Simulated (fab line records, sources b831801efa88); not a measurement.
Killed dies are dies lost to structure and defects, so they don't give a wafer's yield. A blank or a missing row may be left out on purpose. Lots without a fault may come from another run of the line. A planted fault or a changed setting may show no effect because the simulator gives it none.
fab line records | flow sky130
record lots=12 wafers=36 last_day=50
route steps=708 shown VIA2@528 VIA3@573 PAD_OPEN@708
lots that met no fault: from a run of the same line without faults
start_h: hours from the record's first day to the start of the lot's first wafer shown | wait_h: hours since the lot's step before | " the same as in the row above | L1.1+2: a row that stands for several wafers | - no value, or no start given | * or withheld: withheld | < > ~ a bound
route shown NAME@n: a module of which the file shows steps, and the number in the route of the first | usual: mean/standard deviation of fault-free wafers | same: alike in all rows | chamber/n: place in a boat | sites: the reading at each site | _std_site: their standard deviation | _edge_site: outer sites' mean less inner sites' | radius_mm: how far each site lies from the wafer's centre | mask NAME#n: copy n | behind: the tool/chamber that last shaped the wafer | hold: why the lot was held/for how many hours/how that ended | device: the transistor (n, p or np) that didn't switch | end of line: the same wafers' tests at the end of the route | a step without rows: its recipe alone | killed: dies lost to structure and defects at the first sort, not the wafer's yield | map: a wafer's dies, x killed, . not, _ none there
set.NAME: the setting as run; set.NAME@STEP: as run at that earlier step | model.NAME: the simulator's own value behind a step, which no gauge read
steps of the route over a sample of lots; a table a step, a row a wafer
services: from which hour (start_h, from the record's first day; less than 0 if before it) a tool's chamber was out of use, for how many hours, and why
## steps
# step SKY_VIA2_CVD_21
# recipe material=W target_thk_nm=420 time_s=126.4 temp_c=400 pressure_torr=40
# usual heater_power_w=894/59
# columns lot.wafer tool chamber start_h wait_h heater_power_w
L170.2 cvd_w-01 0 861.61 0.0 882
L170.4 " 0 " " 884
L170.6 " 1 " " 823
L171.1 cvd_w-02 1 868.87 0.0 937
L171.4 " 1 " " 964
L171.6 " 0 " " 1066
L173.4 cvd_w-01 0 880.45 0.1 877
L173.5 " 1 " " 814
L173.6 " 0 " " 889
L172.1 cvd_w-01 0 881.83 0.0 885
L172.2 " 1 " " 837
L172.5 " 0 " " 888
L174.1 cvd_w-01 0 890.06 0.0 895
L174.4 " 1 " " 817
L174.5 " 1 " " 830
L177.2 cvd_w-01 0 905.71 0.0 864
L177.3 " 0 " " 893
L177.4 " 1 " " 823
L178.1 cvd_w-01 0 914.93 0.0 887
L178.2 " 1 " " 828
L178.5 " 1 " " 820
L179.2 cvd_w-01 1 927.56 0.0 835
L179.5 " 0 " " 874
L179.6 " 1 " " 858
L183.2 cvd_w-02 0 953.81 0.0 980
L183.4 " 0 " " 945
L183.5 " 1 " " 898
L184.1 cvd_w-01 0 959.97 0.0 903
L184.2 " 1 " " 798
L184.4 " 1 " " 807
L186.2 cvd_w-01 1 974.57 0.0 824
L186.3 " 0 " " 895
L186.6 " 0 " " 886
L191.2 cvd_w-02 1 1002.40 0.1 917
L191.3 " 1 " " 922
L191.5 " 1 " " 900
# step SKY_VIA3_HDPCVD_00
# recipe material=SiO2 target_thk_nm=1635 sigma_open_frac=0.3 time_s=272.5 temp_c=400 sih4_flow_sccm=60 pressure_mtorr=6
# usual sih4_flow_sccm=60.04/0.18
# columns lot.wafer tool chamber start_h wait_h sih4_flow_sccm
L170.2 hdpcvd-02 1 914.62 0.0 59.94
L170.4 " 1 " " 59.99
L170.6 " 2 " " 59.93
L171.1 hdpcvd-01 2 921.24 0.0 60.19
L171.4 " 0 " " 60.22
L171.6 " 2 " " 59.93
L173.4 hdpcvd-01 0 932.46 0.1 60.09
L173.5 " 2 " " 60.14
L173.6 " 1 " " 60.11
L172.1 hdpcvd-02 0 934.33 0.0 60.22
L172.2 " 1 " " 60.13
L172.5 " 1 " " 60.00
L174.1 hdpcvd-02 1 942.42 0.0 60.20
L174.4 " 1 " " 60.22
L174.5 " 0 " " 59.71
L177.2 hdpcvd-01 0 958.78 0.9 59.90
L177.3 " 1 " " 59.80
L177.4 " 2 " " 59.81
L178.1 hdpcvd-01 2 966.62 0.0 59.99
L178.2 " 0 " " 60.04
L178.5 " 2 " " 60.19
L179.2 hdpcvd-01 0 978.44 0.0 60.17
L179.5 " 0 " " 60.22
L179.6 " 1 " " 60.39
L183.2 hdpcvd-02 1 1002.63 0.0 59.90
L183.4 " 1 " " 60.20
L183.5 " 0 " " 59.69
L184.1 hdpcvd-02 1 1008.83 0.0 59.76
L184.2 " 2 " " 59.91
L184.4 " 0 " " 60.06
L186.2 hdpcvd-02 0 1023.63 0.0 59.99
L186.3 " 2 " " 59.71
L186.6 " 1 " " 60.15
L191.2 hdpcvd-01 0 1050.66 0.0 60.18
L191.3 " 2 " " 60.28
L191.5 " 1 " " 60.11
# step SKY_VIA3_THK_MEAS_01
# recipe reads=SiO2_of_VIA3_HDPCVD_00
# usual VIA3_HDPCVD_THK=1638/16
# columns lot.wafer tool chamber start_h wait_h VIA3_HDPCVD_THK[nm]
L170.2 film_metro-03 - 914.80 0.1 1647
L170.4 " - " " 1610
L170.6 " - " " 1629
L171.1 film_metro-01 - 921.41 0.1 1628
L171.4 " - " " 1622
L171.6 " - " " 1618
L173.4 film_metro-01 - 932.58 0.0 1626
L173.5 " - " " 1621
L173.6 " - " " 1640
L172.1 film_metro-04 - 934.50 0.1 1640
L172.2 " - " " 1626
L172.5 " - " " 1621
L174.1 film_metro-01 - 942.59 0.1 1650
L174.4 " - " " 1643
L174.5 " - " " 1651
L177.2 film_metro-01 - 958.96 0.1 1626
L177.3 " - " " 1644
L177.4 " - " " 1634
L178.1 film_metro-03 - 966.79 0.1 1646
L178.2 " - " " 1635
L178.5 " - " " 1631
L179.2 film_metro-04 - 978.70 0.2 1637
L179.5 " - " " 1639
L179.6 " - " " 1642
L183.2 film_metro-03 - 1002.81 0.1 1625
L183.4 " - " " 1645
L183.5 " - " " 1662
L184.1 film_metro-01 - 1009.00 0.1 1632
L184.2 " - " " 1199
L184.4 " - " " 1227
L186.2 film_metro-03 - 1023.81 0.1 1208
L186.3 " - " " 1618
L186.6 " - " " 1635
L191.2 film_metro-01 - 1050.84 0.1 1639
L191.3 " - " " 1657
L191.5 " - " " 1658
# step SKY_VIA3_OVL_MEAS_13
# usual VIA3_OVL=-1/5.1
# columns lot.wafer tool chamber start_h wait_h VIA3_OVL[nm]
L170.2 overlay-01 - 939.94 0.1 0
L170.4 " - " " -3
L170.6 " - " " -3
L171.1 overlay-01 - 946.28 0.1 3
L171.4 " - " " -5
L171.6 " - " " 2
L173.4 overlay-02 - 957.85 0.1 -3
L173.5 " - " " -6
L173.6 " - " " -5
L172.1 overlay-01 - 959.52 0.1 -3
L172.2 " - " " 6
L172.5 " - " " 2
L174.1 overlay-02 - 968.13 0.1 4
L174.4 " - " " 3
L174.5 " - " " 5
L177.2 overlay-01 - 983.38 0.1 -2
L177.3 " - " " 0
L177.4 " - " " -5
L178.1 overlay-01 - 990.97 0.1 1
L178.2 " - " " -10
L178.5 " - " " -1
L179.2 overlay-01 - 1001.88 0.1 1
L179.5 " - " " 2
L179.6 " - " " 1
L183.2 overlay-01 - 1026.43 0.1 9
L183.4 " - " " 3
L183.5 " - " " 2
L184.1 overlay-02 - 1032.93 0.1 -4
L184.2 " - " " 1
L184.4 " - " " 0
L186.2 overlay-02 - 1047.74 0.1 -14
L186.3 " - " " -7
L186.6 " - " " -6
L191.2 overlay-02 - 1072.88 0.1 3
L191.3 " - " " -2
L191.5 " - " " 3
# step SKY_VIA3_SPUTTER_20
# recipe material=TiN target_thk_nm=20 chamber_pressure_pa=5 power_w=4000 time_s=80
# usual cathode_dc_power_W=3999.9/0.74 chamber_pressure_pa=4.999/0.01 throttle_valve_pct=30.5/0.88
# columns lot.wafer tool chamber start_h wait_h cathode_dc_power_W chamber_pressure_pa throttle_valve_pct
L170.2 pvd_sputter-01 - 940.66 0.0 4001.9 5.007 30.6
L170.4 " - " " 3999.5 4.994 29.8
L170.6 " - " " 4000.8 4.988 29.9
L171.1 pvd_sputter-03 - 947.00 0.0 3999.5 5.005 31.8
L171.4 " - " " 3999.7 5.012 31.9
L171.6 " - " " 4000.5 5.006 30.7
L173.4 pvd_sputter-01 - 958.56 0.0 4000.0 4.996 28.7
L173.5 " - " " 3998.4 4.983 30.6
L173.6 " - " " 3999.0 4.990 30.0
L172.1 pvd_sputter-04 - 960.25 0.0 4001.0 4.998 31.0
L172.2 " - " " 3999.9 5.004 30.7
L172.5 " - " " 4000.3 4.993 30.7
L174.1 pvd_sputter-04 - 968.89 0.0 4000.4 4.996 29.4
L174.4 " - " " 3999.4 5.017 30.7
L174.5 " - " " 4000.4 4.983 30.6
L177.2 pvd_sputter-03 - 984.11 0.0 3999.3 4.982 31.6
L177.3 " - " " 4000.3 4.998 31.6
L177.4 " - " " 4000.8 5.007 30.5
L178.1 pvd_sputter-01 - 991.72 0.0 3999.7 5.000 29.6
L178.2 " - " " 3999.7 5.008 29.9
L178.5 " - " " 4000.5 4.993 29.7
L179.2 pvd_sputter-01 - 1002.63 0.0 3999.8 5.002 30.1
L179.5 " - " " 3999.8 4.984 30.7
L179.6 " - " " 4000.1 5.001 29.7
L183.2 pvd_sputter-03 - 1027.15 0.0 3999.5 5.023 31.1
L183.4 " - " " 4000.3 4.986 31.2
L183.5 " - " " 4000.3 5.000 31.7
L184.1 pvd_sputter-01 - 1033.66 0.0 4000.7 5.008 28.5
L184.2 " - " " 3999.0 4.981 29.7
L184.4 " - " " 3999.9 5.000 29.7
L186.2 pvd_sputter-04 - 1048.47 0.0 3999.3 4.999 29.2
L186.3 " - " " 4000.6 4.988 30.7
L186.6 " - " " 4000.3 5.009 30.6
L191.2 pvd_sputter-03 - 1073.61 0.0 3999.4 5.005 30.7
L191.3 " - " " 4000.6 4.999 31.5
L191.5 " - " " 4000.8 5.014 31.2
# step SKY_PAD_OPEN_PROBE_99
# usual defect_limited_yield=82.5/1.9 killed_at_M0_to_M3=43/6.8 killed_at_M4_up=3.2/1.7 killed_at_contacts=24/5.7 killed_at_front_end=16/4.3 killed_at_other=0.3/0.56 killed_dies=86/9.5 killed_open=47/6.9 killed_short=39/5.8
# same gross_dies=492 killed_at_back_side=0
# columns lot.wafer tool chamber start_h wait_h defect_limited_yield[%] killed_at_M0_to_M3 killed_at_M4_up killed_at_contacts killed_at_front_end killed_at_other killed_dies killed_open killed_short
L170.2 prober-01 - 1086.37 0.1 83.9 35 0 27 17 0 79 40 39
L170.4 prober-01 - 1086.47 0.2 83.1 46 2 17 17 1 83 47 36
L170.6 prober-01 - 1086.57 0.2 82.3 55 0 21 11 0 87 51 36
L171.1 prober-02 - 1090.17 0.1 80.3 54 2 26 15 0 97 53 44
L171.4 prober-02 - 1090.32 0.2 83.9 48 3 17 11 0 79 40 39
L171.6 prober-02 - 1090.42 0.2 83.5 44 5 22 10 0 81 45 36
L173.4 prober-01 - 1100.13 0.2 78.5 58 3 32 13 0 106 57 49
L173.5 prober-01 - 1100.18 0.2 85.6 43 1 15 12 0 71 37 34
L173.6 prober-01 - 1100.23 0.2 81.9 48 3 28 10 0 89 51 38
L172.1 prober-02 - 1102.54 0.1 85.4 39 2 18 13 0 72 40 32
L172.2 prober-02 - 1102.59 0.1 83.1 37 3 21 22 0 83 46 37
L172.5 prober-02 - 1102.74 0.2 81.5 42 3 28 18 0 91 51 39
L174.1 prober-02 - 1111.73 0.1 81.9 46 6 27 10 0 89 50 39
L174.4 prober-02 - 1111.88 0.2 82.5 44 3 23 16 0 86 48 38
L174.5 prober-02 - 1111.93 0.2 83.5 44 6 17 14 0 81 43 38
L177.2 prober-02 - 1120.97 0.1 82.3 47 6 26 8 0 87 46 41
L177.3 prober-02 - 1121.02 0.2 81.1 43 3 32 15 0 93 51 42
L177.4 prober-02 - 1121.07 0.2 82.5 49 3 15 19 0 86 46 40
L178.1 prober-01 - 1129.67 0.1 80.1 46 2 28 20 2 98 54 43
L178.2 prober-01 - 1129.72 0.1 82.5 55 6 15 9 1 86 46 40
L178.5 prober-01 - 1129.87 0.2 85.6 40 2 20 9 0 71 34 37
L179.2 prober-02 - 1138.22 0.1 82.7 45 3 24 12 1 85 42 42
L179.5 prober-02 - 1138.37 0.2 86.2 28 3 16 21 0 68 35 32
L179.6 prober-02 - 1138.42 0.2 81.3 43 1 26 22 0 92 49 41
L183.2 prober-02 - 1158.72 0.1 83.7 44 2 19 14 1 80 44 35
L183.4 prober-02 - 1158.82 0.2 83.7 46 3 18 13 0 80 43 37
L183.5 prober-02 - 1158.87 0.2 80.1 44 4 30 20 0 98 56 41
L184.1 prober-01 - 1162.36 0.1 82.9 40 4 19 21 0 84 42 42
L184.2 prober-01 - 1162.41 0.1 85.2 37 5 18 13 0 73 35 38
L184.4 prober-01 - 1162.51 0.2 83.1 37 4 24 18 0 83 35 48
L186.2 prober-01 - 1176.51 0.1 82.5 49 1 19 17 0 86 39 47
L186.3 prober-01 - 1176.56 0.2 80.1 54 2 20 22 0 98 55 40
L186.6 prober-01 - 1176.71 0.2 83.9 42 3 20 14 0 79 47 32
L191.2 prober-01 - 1194.91 0.1 85.6 30 2 20 18 1 71 42 29
L191.3 prober-01 - 1194.96 0.2 79.5 43 1 32 24 1 101 58 41
L191.5 prober-01 - 1195.06 0.2 81.9 41 5 26 15 2 89 38 49
# killed by level:class
L170.2 CONTACT:geometric_particle:open=10 VIA1:geometric_particle:short=8 VIA1:geometric_particle:open=7 VIA2:geometric_particle:open=7 POLY_GATE:geometric_particle:short=6 POLY_GATE:geometric_particle:open=6 LI_CONTACT:geometric_particle:short=4 LI_CONTACT:geometric_particle:open=4
L170.4 VIA1:geometric_particle:open=12 VIA3:geometric_particle:open=8 FIELD_ISO:geometric_particle:short=6 POLY_GATE:geometric_particle:open=6 CONTACT:geometric_particle:open=6 LI_CONTACT:geometric_particle:open=5 METAL1:geometric_particle:short=5 METAL2:geometric_particle:short=5
L170.6 VIA1:geometric_particle:open=11 VIA3:geometric_particle:open=11 METAL2:geometric_particle:short=8 CONTACT:geometric_particle:open=8 VIA2:geometric_particle:open=6 FIELD_ISO:geometric_particle:short=4 LI_CONTACT:geometric_particle:open=4 CONTACT:geometric_particle:short=4
L171.1 VIA1:geometric_particle:open=12 LI_CONTACT:geometric_particle:open=11 VIA2:geometric_particle:open=9 CONTACT:geometric_particle:short=6 METAL1:geometric_particle:short=6 VIA1:geometric_particle:short=6 METAL2:geometric_particle:short=6 POLY_GATE:geometric_particle:open=5
L171.4 METAL2:geometric_particle:short=7 LI_CONTACT:geometric_particle:open=6 CONTACT:geometric_particle:open=6 VIA1:geometric_particle:open=6 METAL1:geometric_particle:short=5 VIA3:geometric_particle:short=5 VIA2:geometric_particle:open=5 METAL3:geometric_particle:short=5
L171.6 VIA1:geometric_particle:open=11 VIA3:geometric_particle:open=8 LI_CONTACT:geometric_particle:short=6 LI_CONTACT:geometric_particle:open=6 FIELD_ISO:geometric_particle:short=5 CONTACT:geometric_particle:open=5 VIA2:geometric_particle:open=5 CONTACT:geometric_particle:short=4
L173.4 CONTACT:geometric_particle:open=13 METAL1:geometric_particle:short=10 VIA1:geometric_particle:open=10 LI_CONTACT:geometric_particle:open=8 METAL2:geometric_particle:short=8 VIA3:geometric_particle:open=7 VIA3:geometric_particle:short=6 FIELD_ISO:geometric_particle:open=5
L173.5 VIA2:geometric_particle:open=8 CONTACT:geometric_particle:open=6 VIA1:geometric_particle:open=6 VIA3:geometric_particle:short=5 METAL1:geometric_particle:short=5 VIA2:geometric_particle:short=5 VIA3:geometric_particle:open=5 FIELD_ISO:geometric_particle:open=3
L173.6 LI_CONTACT:geometric_particle:open=10 CONTACT:geometric_particle:open=8 METAL2:geometric_particle:short=8 VIA1:geometric_particle:open=8 METAL1:geometric_particle:open=6 FIELD_ISO:geometric_particle:open=5 METAL1:geometric_particle:short=5 VIA3:geometric_particle:short=5
L172.1 CONTACT:geometric_particle:open=10 VIA1:geometric_particle:open=7 FIELD_ISO:geometric_particle:short=5 METAL1:geometric_particle:short=5 VIA1:geometric_particle:short=5 VIA2:geometric_particle:open=5 LI_CONTACT:geometric_particle:open=4 VIA2:geometric_particle:short=4
L172.2 VIA1:geometric_particle:open=7 FIELD_ISO:geometric_particle:open=6 LI_CONTACT:geometric_particle:open=6 CONTACT:geometric_particle:open=6 VIA3:geometric_particle:open=6 POLY_GATE:geometric_particle:open=5 METAL1:geometric_particle:short=5 POLY_GATE:geometric_particle:short=4
L172.5 CONTACT:geometric_particle:open=11 LI_CONTACT:geometric_particle:open=10 VIA1:geometric_particle:open=10 VIA2:geometric_particle:open=7 FIELD_ISO:geometric_particle:short=5 METAL2:geometric_particle:short=5 CONTACT:geometric_particle:short=4 METAL1:geometric_particle:short=4
L174.1 CONTACT:geometric_particle:open=13 VIA1:geometric_particle:open=12 VIA2:geometric_particle:open=8 LI_CONTACT:geometric_particle:open=7 FIELD_ISO:geometric_particle:short=6 METAL1:geometric_particle:short=5 METAL2:geometric_particle:short=5 LOCAL_INTERCONNECT:geometric_particle:short=4
L174.4 VIA1:geometric_particle:open=12 VIA3:geometric_particle:open=12 CONTACT:geometric_particle:open=9 LOCAL_INTERCONNECT:geometric_particle:short=6 METAL1:geometric_particle:short=6 FIELD_ISO:geometric_particle:short=4 POLY_GATE:geometric_particle:short=4 METAL2:geometric_particle:short=4
L174.5 VIA3:geometric_particle:open=9 METAL1:geometric_particle:short=9 VIA1:geometric_particle:open=8 CONTACT:geometric_particle:open=5 VIA1:geometric_particle:short=5 FIELD_ISO:geometric_particle:open=4 LI_CONTACT:geometric_particle:short=4 LI_CONTACT:geometric_particle:open=4
L177.2 CONTACT:geometric_particle:open=12 VIA2:geometric_particle:short=9 VIA1:geometric_particle:open=8 CONTACT:geometric_particle:short=5 LI_CONTACT:geometric_particle:open=5 VIA1:geometric_particle:short=5 VIA2:geometric_particle:open=5 VIA3:geometric_particle:open=5
L177.3 VIA1:geometric_particle:open=12 CONTACT:geometric_particle:open=12 LI_CONTACT:geometric_particle:open=10 FIELD_ISO:geometric_particle:short=5 VIA3:geometric_particle:open=5 VIA2:geometric_particle:open=5 LI_CONTACT:geometric_particle:short=4 VIA1:geometric_particle:short=4
L177.4 VIA1:geometric_particle:open=17 VIA1:geometric_particle:short=9 METAL2:geometric_particle:short=7 FIELD_ISO:geometric_particle:short=6 LI_CONTACT:geometric_particle:open=6 METAL1:geometric_particle:short=5 CONTACT:geometric_particle:open=4 FIELD_ISO:geometric_particle:open=3
L178.1 VIA1:geometric_particle:open=13 LI_CONTACT:geometric_particle:open=9 CONTACT:geometric_particle:open=8 METAL2:geometric_particle:short=8 VIA2:geometric_particle:open=8 FIELD_ISO:geometric_particle:open=6 FIELD_ISO:geometric_particle:short=5 LOCAL_INTERCONNECT:geometric_particle:short=4
L178.2 VIA1:geometric_particle:open=14 METAL2:geometric_particle:short=9 VIA3:geometric_particle:open=6 LI_CONTACT:geometric_particle:open=5 METAL1:geometric_particle:short=5 CONTACT:geometric_particle:open=4 VIA1:geometric_particle:short=4 VIA2:geometric_particle:open=4
L178.5 VIA1:geometric_particle:short=11 CONTACT:geometric_particle:open=8 VIA1:geometric_particle:open=7 LI_CONTACT:geometric_particle:open=4 VIA2:geometric_particle:open=4 CONTACT:geometric_particle:short=4 METAL1:geometric_particle:short=4 METAL2:geometric_particle:short=4
L179.2 LI_CONTACT:geometric_particle:open=10 VIA3:geometric_particle:open=8 VIA1:geometric_particle:open=8 CONTACT:geometric_particle:short=7 VIA1:geometric_particle:short=7 METAL1:geometric_particle:short=6 FIELD_ISO:geometric_particle:short=4 VIA2:geometric_particle:short=4
L179.5 FIELD_ISO:geometric_particle:short=7 CONTACT:geometric_particle:open=7 SPACER:geometric_particle:open=6 VIA1:geometric_particle:open=6 VIA3:geometric_particle:open=5 POLY_GATE:geometric_particle:open=4 LOCAL_INTERCONNECT:geometric_particle:short=4 METAL2:geometric_particle:short=4
L179.6 CONTACT:geometric_particle:open=11 FIELD_ISO:geometric_particle:short=9 VIA2:geometric_particle:open=8 VIA1:geometric_particle:open=7 VIA3:geometric_particle:open=6 SPACER:geometric_particle:open=5 LI_CONTACT:geometric_particle:short=5 VIA2:geometric_particle:short=5
L183.2 CONTACT:geometric_particle:open=10 VIA1:geometric_particle:open=9 VIA2:geometric_particle:open=7 VIA3:geometric_particle:open=7 VIA1:geometric_particle:short=6 FIELD_ISO:geometric_particle:open=3 POLY_GATE:geometric_particle:short=3 VIA2:geometric_particle:short=3
L183.4 VIA1:geometric_particle:open=17 FIELD_ISO:geometric_particle:open=6 VIA1:geometric_particle:short=6 LI_CONTACT:geometric_particle:open=5 LOCAL_INTERCONNECT:geometric_particle:short=5 CONTACT:geometric_particle:short=5 METAL1:geometric_particle:short=5 VIA3:geometric_particle:open=5
L183.5 CONTACT:geometric_particle:open=16 VIA1:geometric_particle:open=11 VIA1:geometric_particle:short=10 LI_CONTACT:geometric_particle:open=6 FIELD_ISO:geometric_particle:short=5 FIELD_ISO:geometric_particle:open=5 VIA2:geometric_particle:open=5 VIA3:geometric_particle:open=5
L184.1 LI_CONTACT:geometric_particle:open=11 VIA2:geometric_particle:open=9 VIA1:geometric_particle:open=8 METAL2:geometric_particle:short=6 FIELD_ISO:geometric_particle:short=5 FIELD_ISO:geometric_particle:open=4 CONTACT:geometric_particle:short=4 METAL1:geometric_particle:short=4
L184.2 VIA1:geometric_particle:open=9 METAL1:geometric_particle:short=8 CONTACT:geometric_particle:open=6 FIELD_ISO:geometric_particle:open=5 CONTACT:geometric_particle:short=5 METAL3:geometric_particle:open=4 VIA1:geometric_particle:short=4 VIA3:geometric_particle:open=3
L184.4 CONTACT:geometric_particle:open=7 VIA1:geometric_particle:short=7 CONTACT:geometric_particle:short=6 VIA1:geometric_particle:open=6 LI_CONTACT:geometric_particle:short=5 LI_CONTACT:geometric_particle:open=5 METAL2:geometric_particle:short=5 VIA2:geometric_particle:open=5
L186.2 VIA1:geometric_particle:short=11 METAL1:geometric_particle:short=7 VIA2:geometric_particle:open=6 VIA3:geometric_particle:open=6 FIELD_ISO:geometric_particle:open=5 POLY_GATE:geometric_particle:open=5 LI_CONTACT:geometric_particle:open=5 LOCAL_INTERCONNECT:geometric_particle:short=5
L186.3 VIA1:geometric_particle:open=14 LI_CONTACT:geometric_particle:open=8 VIA3:geometric_particle:open=8 VIA2:geometric_particle:open=8 POLY_GATE:geometric_particle:short=6 CONTACT:geometric_particle:open=5 VIA3:geometric_particle:short=5 FIELD_ISO:geometric_particle:short=4
L186.6 VIA3:geometric_particle:open=9 VIA1:geometric_particle:short=9 VIA1:geometric_particle:open=9 LI_CONTACT:geometric_particle:open=8 CONTACT:geometric_particle:open=6 FIELD_ISO:geometric_particle:short=5 POLY_GATE:geometric_particle:open=5 VIA3:geometric_particle:short=4
L191.2 LI_CONTACT:geometric_particle:open=11 FIELD_ISO:geometric_particle:open=9 VIA2:geometric_particle:open=5 VIA1:geometric_particle:open=5 METAL3:geometric_particle:short=4 VIA1:geometric_particle:short=4 METAL2:geometric_particle:short=4 CONTACT:geometric_particle:short=4
L191.3 CONTACT:geometric_particle:open=14 VIA1:geometric_particle:open=14 LI_CONTACT:geometric_particle:open=8 FIELD_ISO:geometric_particle:short=7 CONTACT:geometric_particle:short=7 VIA2:geometric_particle:open=7 FIELD_ISO:geometric_particle:open=6 VIA1:geometric_particle:short=6
L191.5 CONTACT:geometric_particle:open=9 VIA1:geometric_particle:open=9 METAL1:geometric_particle:short=8 VIA3:geometric_particle:open=6 METAL2:geometric_particle:short=6 CONTACT:geometric_particle:short=6 LI_CONTACT:geometric_particle:open=5 LOCAL_INTERCONNECT:geometric_particle:short=4
## services
# columns tool chamber start_h hours kind
pvd_sputter-03 - 871.82 5.3 repair
hdpcvd-02 - 873.97 0.3 repair
pvd_sputter-01 - 878.05 16.1 repair
cvd_w-02 - 904.00 14.0 pm
pvd_sputter-03 - 940.61 5.2 repair
pvd_sputter-03 - 944.92 1.8 repair
hdpcvd-02 - 950.25 15.0 pm
hdpcvd-02 0 950.25 15.0 vent_cycle
hdpcvd-02 1 950.25 15.0 vent_cycle
hdpcvd-02 2 950.25 15.0 vent_cycle
hdpcvd-02 0 965.25 - clean
hdpcvd-02 1 965.25 - clean
hdpcvd-02 2 965.25 - clean
hdpcvd-01 2 971.85 12.2 repair
pvd_sputter-01 2 993.62 - consumable_replace:kit
pvd_sputter-01 2 993.62 18.0 scheduled_down
pvd_sputter-01 2 993.62 18.0 vent_cycle
cvd_w-02 0 1000.98 6.5 repair
hdpcvd-01 - 1001.94 6.0 pm
cvd_w-01 - 1009.37 6.9 pm
cvd_w-02 - 1016.27 2.8 pm
hdpcvd-01 - 1041.61 0.9 repair
pvd_sputter-04 - 1053.14 3.7 repair
hdpcvd-01 - 1059.82 1.0 repair
## key
first_sign step=SKY_VIA3_THK_MEAS_01 reading=VIA3_HDPCVD_THK direction=down sigmas=27 usual=1638 struck=1211
effect none on later readings
met_at SKY_VIA3_HDPCVD_00
struck_lots L184,L186
struck_wafers L184.2,L184.4,L186.2
not_acting_at SKY_VIA2_CVD_21,SKY_VIA3_OVL_MEAS_13,SKY_VIA3_SPUTTER_20
onset_between 1002.63 1008.83
fault kind=process_parameter_drift tool=hdpcvd-02 chamber=- onset_h=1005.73 steps=SKY_VIA3_HDPCVD_00 channel=target_thk_nm offset=-441.37 shape=step end_h=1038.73 scope=struck_wafers_only acts_in=these_recipes_only stated=1635
